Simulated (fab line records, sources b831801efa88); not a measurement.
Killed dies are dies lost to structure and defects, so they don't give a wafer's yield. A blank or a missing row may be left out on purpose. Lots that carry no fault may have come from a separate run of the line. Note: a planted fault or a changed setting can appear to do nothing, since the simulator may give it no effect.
Struck lot and sound lot, side by side | flow sky130 | 17 out of 708 route steps
Sound: wafers L863.2, L863.3, L863.4. Wafers L865.2, L865.3, L865.4 were the ones struck. The cause comes at the end.
Per side, at each step with rows, come the tool, then ch with its chambers, and then its first start. Under that, the readings that differ: sound wafers | struck wafers | difference of the means | sigmas: that difference in standard deviations of wafers without a fault.
alike: readings with means less than 2 such deviations apart, plus words and numbers identical on both sides. not compared: withheld readings, readings lacking a value on some wafer, bounds such as >300 that could conceal the same value, and numbers that have no deviation in the record and whose values overlap.
A row with sigmas, a row that says differs or no value, or rows on one side alone: a step with any of these is where the two part. Numbers that have no deviation but don't overlap get no sigmas and don't part them. A reading missing from all wafers of one side parts the sides only when that side holds two or more wafers.

SKY_LDD_HVP_TW_MEAS_10:
  sound on film-metro-02, day 26 16:30; struck on film-metro-02, day 27 09:28
  alike: LDD_HVP_TW
then, 7 steps without rows for these wafers: SKY_LDD_LDN_DEHYDRATE_00 (time 60 s); SKY_LDD_LDN_HMDS_01 (prime time 60 s); SKY_LDD_LDN_COAT_02 (resist thk 1140 nm); SKY_LDD_LDN_SOFTBAKE_03 (time 60 s); SKY_LDD_LDN_EXPOSE_04 (exposes mask LDNTM, target cd 700 nm); SKY_LDD_LDN_PEB_05; SKY_LDD_LDN_DEVELOP_06 (develop time 60 s).
SKY_LDD_LDN_OVL_MEAS_07:
  sound on overlay-02, day 27 20:01; struck on overlay-02, day 28 13:44
  alike: LDD_LDN_OVL
then, 3 steps without rows for these wafers: SKY_LDD_LDN_IMPLANT_08; SKY_LDD_LDN_IMPLANT_09; SKY_LDD_LDN_IMPLANT_10.
SKY_LDD_LDN_IMPLANT_11:
  sound on implanter-01 ch 0, day 27 20:32; struck on implanter-01 ch 0, day 28 14:14
  reading            | sound                            | struck                       | difference | sigmas
  dose-ions-cm2      | 1.2489e+13 1.2488e+13 1.2468e+13 | 6.623e+12 6.607e+12 6.62e+12 | -5.865e+12 | -99 or more
  faraday-current-uA | 72.5 70.9 70.1                   | 36.4 36.4 37.0               | -34.6      | -27
SKY_LDD_LDN_STRIP_12: strips in O2/N2.
  sound on plasma-asher-04 ch 0,1, day 27 20:39; struck on plasma-asher-03 ch 0,1, day 28 14:22
  alike: drypump-motor-current-A, oes-product-au, strip-time-to-endpoint-s
  not compared: rf-hours-counter-h
SKY_LDD_LDN_TW_MEAS_13:
  sound on film-metro-01, day 27 20:46; struck on film-metro-02, day 28 14:29
  reading    | sound          | struck         | difference | sigmas
  LDD_LDN_TW | 1491 1493 1488 | 1417 1420 1415 | -73        | -5
then, 1 step without rows for these wafers: SKY_LDD_LDN_CLEAN_14 (cleans in SC1/SC2, time 150 s).
-- record jumps: 21 days separate the struck wafers' starts on either side; left off in module LDD_LDN, taken up again in module PAD_OPEN, whose first shown step is the route's number 708 --
SKY_PAD_OPEN_PROBE_99:
  sound on prober-01, day 49 05:03; struck on prober-01, day 49 15:13
  reading                         | sound          | struck         | difference | sigmas
  model.etest.tip-sonos.rs-ohm-sq | 2719 2688 2657 | 2745 2764 2766 | +70        |
  alike: killed_at_M0_to_M3, killed_at_M4_up, killed-at-contacts, killed-at-front-end, killed-at-other, killed-dies, killed-on-rim, killed-open, killed-short

## WHERE THEY PART
Last at SKY_LDD_LDN_TW_MEAS_13 as far as this record goes, first at SKY_LDD_LDN_IMPLANT_11. Later steps at which nothing parts them and some readings are alike: SKY_PAD_OPEN_PROBE_99.

WHY: the cause the simulator had injected
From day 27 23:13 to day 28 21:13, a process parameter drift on implanter-01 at SKY_LDD_LDN_IMPLANT_11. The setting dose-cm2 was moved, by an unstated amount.
